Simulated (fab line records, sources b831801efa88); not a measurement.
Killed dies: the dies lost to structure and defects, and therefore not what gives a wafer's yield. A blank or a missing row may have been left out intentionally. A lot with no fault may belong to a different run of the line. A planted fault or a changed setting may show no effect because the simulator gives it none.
Which of the tools did it? / flow gf180mcu / 13 lots, 39 wafers sampled, at 4 steps of a route of 602

WHAT THE GAUGES READ, wafer by wafer
GF_HV_LDD_CD_MEAS_07: target cd 400 nm.
lot=L824; measured=day 9 20:36; on=cdSem-01; cdNm (nm)=401.7 401.8 401.6
lot=L825; measured=day 10 02:32; on=cdSem-01; cdNm (nm)=398.9 400.0 402.3
lot=L826; measured=day 10 13:12; on=cdSem-01; cdNm (nm)=401.2 399.5 402.0
lot=L827; measured=day 10 15:42; on=cdSem-02; cdNm (nm)=402.4 400.5 400.8
lot=L828; measured=day 11 04:29; on=cdSem-02; cdNm (nm)=398.4 402.7 400.9
lot=L830; measured=day 11 18:21; on=cdSem-02; cdNm (nm)=401.3 404.9 404.2
lot=L831; measured=day 11 23:30; on=cdSem-02; cdNm (nm)=400.3 401.4 402.6
lot=L832; measured=day 12 07:12; on=cdSem-02; cdNm (nm)=399.7 399.0 401.5
lot=L834; measured=day 12 20:54; on=cdSem-02; cdNm (nm)=396.5 400.6 399.8
lot=L836; measured=day 13 14:38; on=cdSem-02; cdNm (nm)=400.3 400.6 401.9
lot=L838; measured=day 14 08:12; on=cdSem-02; cdNm (nm)=397.5 397.0 399.4
lot=L839; measured=day 14 23:56; on=cdSem-01; cdNm (nm)=397.8 398.1 395.4
lot=L847; measured=day 16 23:16; on=cdSem-02; cdNm (nm)=400.9 400.7 402.1

GF_NSD_CD_MEAS_07: target cd 400 nm.
lot=L824; measured=day 13 03:23; on=cdSem-02; cdNm (nm)=401.5 400.9 403.2
lot=L825; measured=day 13 09:38; on=cdSem-02; cdNm (nm)=401.0 401.1 401.0
lot=L826; measured=day 13 20:55; on=cdSem-02; cdNm (nm)=402.0 401.4 401.7
lot=L827; measured=day 14 01:29; on=cdSem-02; cdNm (nm)=401.7 400.6 401.0
lot=L828; measured=day 14 15:09; on=cdSem-02; cdNm (nm)=397.9 399.3 400.9
lot=L830; measured=day 15 07:39; on=cdSem-02; cdNm (nm)=402.8 399.5 400.7
lot=L831; measured=day 15 14:52; on=cdSem-01; cdNm (nm)=404.0 404.2 403.6
lot=L832; measured=day 15 21:25; on=cdSem-02; cdNm (nm)=399.6 398.1 398.6
lot=L834; measured=day 16 14:40; on=cdSem-02; cdNm (nm)=395.4 395.6 392.3
lot=L836; measured=day 17 09:08; on=cdSem-01; cdNm (nm)=400.4 400.0 402.3
lot=L838; measured=day 18 05:25; on=cdSem-02; cdNm (nm)=399.6 398.7 402.7
lot=L839; measured=day 18 22:36; on=cdSem-01; cdNm (nm)=398.8 396.8 398.6
lot=L847; measured=day 21 03:25; on=cdSem-02; cdNm (nm)=405.1 406.6 405.1

GF_PSD_CD_MEAS_07: target cd 400 nm.
lot=L824; measured=day 14 00:13; on=cdSem-02; cdNm (nm)=401.3 403.6 398.5
lot=L825; measured=day 14 06:40; on=cdSem-02; cdNm (nm)=404.1 404.4 402.6
lot=L826; measured=day 14 18:37; on=cdSem-02; cdNm (nm)=401.0 399.7 396.2
lot=L827; measured=day 14 23:50; on=cdSem-01; cdNm (nm)=398.6 400.2 398.0
lot=L828; measured=day 15 13:49; on=cdSem-01; cdNm (nm)=401.3 402.3 401.9
lot=L830; measured=day 16 05:58; on=cdSem-01; cdNm (nm)=399.9 403.8 404.8
lot=L831; measured=day 16 13:00; on=cdSem-02; cdNm (nm)=405.2 402.5 401.8
lot=L832; measured=day 16 19:42; on=cdSem-02; cdNm (nm)=398.8 399.5 399.5
lot=L834; measured=day 17 14:14; on=cdSem-02; cdNm (nm)=402.2 400.4 400.7
lot=L836; measured=day 18 08:34; on=cdSem-02; cdNm (nm)=399.9 398.1 402.1
lot=L838; measured=day 19 05:48; on=cdSem-01; cdNm (nm)=400.4 401.0 399.6
lot=L839; measured=day 19 23:48; on=cdSem-02; cdNm (nm)=398.0 398.7 399.1
lot=L847; measured=day 22 03:12; on=cdSem-02; cdNm (nm)=402.9 401.4 400.8

EACH LOT AND THE TOOL THAT RAN IT (in order: tool; ch and the chambers of the sampled wafers; start)
lot=L824; GF_HV_LDD_ETCHBACK_58=rieDiel-04 ch 0,2, day 12 07:53
lot=L825; GF_HV_LDD_ETCHBACK_58=rieDiel-04 ch 1,2,3, day 12 14:34
lot=L826; GF_HV_LDD_ETCHBACK_58=rieDiel-04 ch 1,2,3, day 13 01:29
lot=L827; GF_HV_LDD_ETCHBACK_58=rieDiel-04 ch 2,3, day 13 05:01
lot=L828; GF_HV_LDD_ETCHBACK_58=rieDiel-04 ch 1,2, day 13 18:27
lot=L830; GF_HV_LDD_ETCHBACK_58=rieDiel-03 ch 0,1, day 14 10:40
lot=L831; GF_HV_LDD_ETCHBACK_58=rieDiel-04 ch 1,2,3, day 14 17:22
lot=L832; GF_HV_LDD_ETCHBACK_58=rieDiel-01 ch 1,3, day 15 00:15
lot=L834; GF_HV_LDD_ETCHBACK_58=rieDiel-03 ch 1,3, day 15 16:46
lot=L836; GF_HV_LDD_ETCHBACK_58=rieDiel-01 ch 0,1, day 16 10:03
lot=L838; GF_HV_LDD_ETCHBACK_58=rieDiel-03 ch 2,3, day 17 06:10
lot=L839; GF_HV_LDD_ETCHBACK_58=rieDiel-01 ch 0,1,2, day 17 23:13
lot=L847; GF_HV_LDD_ETCHBACK_58=rieDiel-01 ch 0,2,3, day 20 03:35
- GF_HV_LDD_ETCHBACK_58: etches Si3N4 in CH3F/O2, stops on SiO2, time 100 s, target depth 90 nm.

AS READ BY THE TOOLS THEMSELVES (means over the sampled wafers that have a number; for cases with no such wafer, the mark the record gives instead)
GF_HV_LDD_ETCHBACK_58.
lot=L824; tool=rieDiel-04; drypumpMotorCurrentA (A)=5.9; oesProductAu (a.u.)=0.843; rfFwdPowerW (W)=397.1; throttleValvePct (%)=10.560
lot=L825; tool=rieDiel-04; drypumpMotorCurrentA (A)=5.7; oesProductAu (a.u.)=0.840; rfFwdPowerW (W)=397.3; throttleValvePct (%)=10.560
lot=L826; tool=rieDiel-04; drypumpMotorCurrentA (A)=5.7; oesProductAu (a.u.)=0.846; rfFwdPowerW (W)=395.8; throttleValvePct (%)=10.566
lot=L827; tool=rieDiel-04; drypumpMotorCurrentA (A)=5.9; oesProductAu (a.u.)=0.844; rfFwdPowerW (W)=396.4; throttleValvePct (%)=10.565
lot=L828; tool=rieDiel-04; drypumpMotorCurrentA (A)=5.8; oesProductAu (a.u.)=0.844; rfFwdPowerW (W)=396.8; throttleValvePct (%)=10.559
lot=L830; tool=rieDiel-03; drypumpMotorCurrentA (A)=6.0; oesProductAu (a.u.)=0.844; rfFwdPowerW (W)=398.4; throttleValvePct (%)=10.564
lot=L831; tool=rieDiel-04; drypumpMotorCurrentA (A)=5.7; oesProductAu (a.u.)=0.849; rfFwdPowerW (W)=397.2; throttleValvePct (%)=10.568
lot=L832; tool=rieDiel-01; drypumpMotorCurrentA (A)=5.5; oesProductAu (a.u.)=0.841; rfFwdPowerW (W)=397.8; throttleValvePct (%)=10.559
lot=L834; tool=rieDiel-03; drypumpMotorCurrentA (A)=5.9; oesProductAu (a.u.)=0.836; rfFwdPowerW (W)=399.3; throttleValvePct (%)=10.556
lot=L836; tool=rieDiel-01; drypumpMotorCurrentA (A)=5.9; oesProductAu (a.u.)=0.843; rfFwdPowerW (W)=397.5; throttleValvePct (%)=10.565
lot=L838; tool=rieDiel-03; drypumpMotorCurrentA (A)=5.4; oesProductAu (a.u.)=0.843; rfFwdPowerW (W)=397.3; throttleValvePct (%)=10.566
lot=L839; tool=rieDiel-01; drypumpMotorCurrentA (A)=5.7; oesProductAu (a.u.)=0.841; rfFwdPowerW (W)=398.3; throttleValvePct (%)=10.569
lot=L847; tool=rieDiel-01; drypumpMotorCurrentA (A)=5.8; oesProductAu (a.u.)=0.847; rfFwdPowerW (W)=450.7; throttleValvePct (%)=10.563

THE ANSWER, worked out from the rows above alone
Rule: the lots themselves supply what counts as usual. The widest of any qualifying gaps counts: lots, ordered by their means at a reading, are off when they make up no more than a third of the lots, leave a main group of 4 or more, and stand apart from it by 3 or more times the standard deviation of that group's means. A main group whose means are all the same, to the digits that the tables above print for the reading, isn't used. A lot without any number at a reading at which 4 lots or more have one is off too. The other lots that the step has rows for count as sound. After the gauges, taken in route order, come the tools' own readings; for these a lot's mean is taken, as printed above. At the first step where some lot is off, the reading lying furthest off is the one used; lots without a number count as furthest.
Off, at GF_HV_LDD_ETCHBACK_58 on rfFwdPowerW: L847. The main group: mean 397.4 W, standard deviation 0.9.
A tool fits if, at that step or a process step before it, it ran every lot that is off, and no sound lot after the first of them. One fits: GF_HV_LDD_ETCHBACK_58 on rieDiel-01. Its last sound lot is L839 (day 17 23:13), its first lot that is off L847 (day 20 03:35): a fault that began between those two fits.
On the lots that are off, the tool's own readings at GF_HV_LDD_ETCHBACK_58 differ by more than 5 times the standard deviation of the sound lots' means, which bears it out; rfFwdPowerW reads 450.7 W there versus 397.4 W on the sound lots.

WHAT THE SIMULATOR HAD INSERTED
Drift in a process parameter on rieDiel-01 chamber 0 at GF_HV_LDD_ETCHBACK_58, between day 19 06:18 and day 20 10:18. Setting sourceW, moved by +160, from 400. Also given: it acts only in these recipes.
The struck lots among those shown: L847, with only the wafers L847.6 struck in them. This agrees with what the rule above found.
